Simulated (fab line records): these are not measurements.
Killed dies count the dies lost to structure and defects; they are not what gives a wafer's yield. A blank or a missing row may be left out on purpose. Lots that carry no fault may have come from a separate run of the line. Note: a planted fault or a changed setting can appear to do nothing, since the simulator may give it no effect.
Split-lot experiment | flow sfq_line | route with 325 steps; 5 lots, 27 wafers read

## THE SPLIT ITSELF
At SFQ_TRILAYER_M3_ETCH_METAL_ETCH_078 (etches Nb in Cl2/Ar, stops on SiO2, target depth 240 nm, time 120 s), the setting time_s was moved away from the recipe's 120 s on 9 of the 27 wafers read, by -55.6% to +49.8%. The other wafers ran this setting at the recipe's value.

The reading is taken at the split's own step.

## THE READING
oes_product_au, in a.u., at SFQ_TRILAYER_M3_ETCH_METAL_ETCH_078 (etches Nb in Cl2/Ar, stops on SiO2, target depth 240 nm, time 120 s). On this fab line, fault-free wafers typically give 0.894 a.u. with a standard deviation of 0.0062 a.u.

wafer  | tool, chamber at the split | time_s as run, s | against the recipe | oes_product_au, a.u. | against lot-mates on the recipe
L074.1 | rie_metal-04, 1            | 120              | recipe             | 0.889                | -
L074.2 | rie_metal-04, 0            | 120              | recipe             | 0.889                | -
L074.3 | rie_metal-04, 0            | 120              | recipe             | 0.895                | -
L074.4 | rie_metal-04, 1            | 120              | recipe             | 0.905                | -
L074.5 | rie_metal-04, 1            | 120              | recipe             | 0.891                | -
L074.6 | rie_metal-04, 0            | 120              | recipe             | 0.896                | -
L080.1 | rie_metal-01, 0            | 120              | recipe             | 0.898                | -
L080.2 | rie_metal-01, 1            | 120              | recipe             | 0.893                | -
L080.5 | rie_metal-01, 1            | 120              | recipe             | 0.889                | -
L081.1 | rie_metal-04, 1            | 120              | recipe             | 0.895                | -
L081.2 | rie_metal-04, 0            | 120              | recipe             | 0.895                | -
L081.3 | rie_metal-04, 0            | 53.32            | -55.6%             | 1.006                | +0.111
L081.4 | rie_metal-04, 1            | 53.32            | -55.6%             | 1.015                | +0.120
L081.5 | rie_metal-04, 0            | 120              | recipe             | 0.894                | -
L081.6 | rie_metal-04, 1            | 53.32            | -55.6%             | 0.997                | +0.102
L083.1 | rie_metal-03, 0            | 179.8            | +49.8%             | 0.855                | -0.036
L083.2 | rie_metal-03, 1            | 179.8            | +49.8%             | 0.861                | -0.030
L083.3 | rie_metal-03, 1            | 120              | recipe             | 0.884                | -
L083.4 | rie_metal-03, 0            | 120              | recipe             | 0.895                | -
L083.5 | rie_metal-03, 0            | 120              | recipe             | 0.894                | -
L083.6 | rie_metal-03, 1            | 179.8            | +49.8%             | 0.857                | -0.034
L084.1 | rie_metal-03, 1            | 120              | recipe             | 0.884                | -
L084.2 | rie_metal-03, 0            | 167.5            | +39.6%             | 0.864                | -0.024
L084.3 | rie_metal-03, 0            | 120              | recipe             | 0.887                | -
L084.4 | rie_metal-03, 1            | 120              | recipe             | 0.892                | -
L084.5 | rie_metal-03, 1            | 167.5            | +39.6%             | 0.856                | -0.032
L084.6 | rie_metal-03, 0            | 167.5            | +39.6%             | 0.850                | -0.038

FIT RESULTS
A straight line over all 27 wafers: oes_product_au changes by -0.00137 a.u. for each +1% of time_s; r = -0.93; the points scatter about the line by 0.016 a.u.
The same after taking each lot's own level away (the mean of its wafers on the recipe; 27 wafers): -0.00132 a.u. for each +1%; r = -0.92; scatter 0.016 a.u.
On that fit, the largest move of time_s shifts the reading by 0.073 a.u.
From 0.8877 to 0.8947 a.u.: that is the span of the lots' own levels, equal to 1.1 times the standard deviation above.
Consequently the slope shifts little with the lot-to-lot level, the two slopes agreeing.
Check: for one of the wafers moved furthest among these (-55.6%), held out of the fit, the line's prediction against its lot-mates is +0.0764 a.u. It came out at +0.111 a.u. against them.
Tool readings at the split's step, against how far the setting was moved: oes_product_au r = -0.93.

## THE OTHER SPLITS THESE WAFERS WENT THROUGH
Before the reading, these wafers also passed through other splits. Each is held against what the fit with the lots' levels taken away leaves over:
other split on the same wafers                  | wafers away from the commonest value | r with oes_product_au (lot level and that fit taken away)
SFQ_TRILAYER_L0_DEP_SPUTTER_003 time_s          | 12                                   | -0.27
SFQ_TRILAYER_M0_DEP_SPUTTER_019 time_s          | 12                                   | +0.10
SFQ_TRILAYER_M1_BARC_OPEN_METAL_ETCH_054 time_s | 12                                   | -0.12
SFQ_TRILAYER_I1_DEP_PECVD_045 time_s            | 9                                    | +0.17

## THE WHOLE CHAIN: every reading that the file lists as answering this split, in the file's order
step                                | what it does                                                        | reading                                                                                   | change (the file's fit)                                                              | r (the file's)
SFQ_TRILAYER_M3_ETCH_METAL_ETCH_078 | etches Nb in Cl2/Ar, stops on SiO2, target depth 240 nm, time 120 s | oes_product_au                                                                            | -0.00128 a.u. for each +1% of the setting                                            | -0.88
SFQ_TRILAYER_M3_ETCH_METAL_ETCH_078 | etches Nb in Cl2/Ar, stops on SiO2, target depth 240 nm, time 120 s | M3.feature_depth_nm (the simulator's own value, which no gauge read)                      | not straight: 107.7 at the lowest setting, 199.2 at the recipe, 210.5 at the highest | not given
SFQ_TRILAYER_M3_ETCH_METAL_ETCH_078 | etches Nb in Cl2/Ar, stops on SiO2, target depth 240 nm, time 120 s | KrF_of_TRILAYER_M3_LITHO_COAT_075.thk_nm (the simulator's own value, which no gauge read) | -1.39 nm for each +1% of the setting                                                 | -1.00

## THE FILE'S OWN FIT
oes_product_au changes by -0.00128 a.u. for each +1% of time_s, r = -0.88.
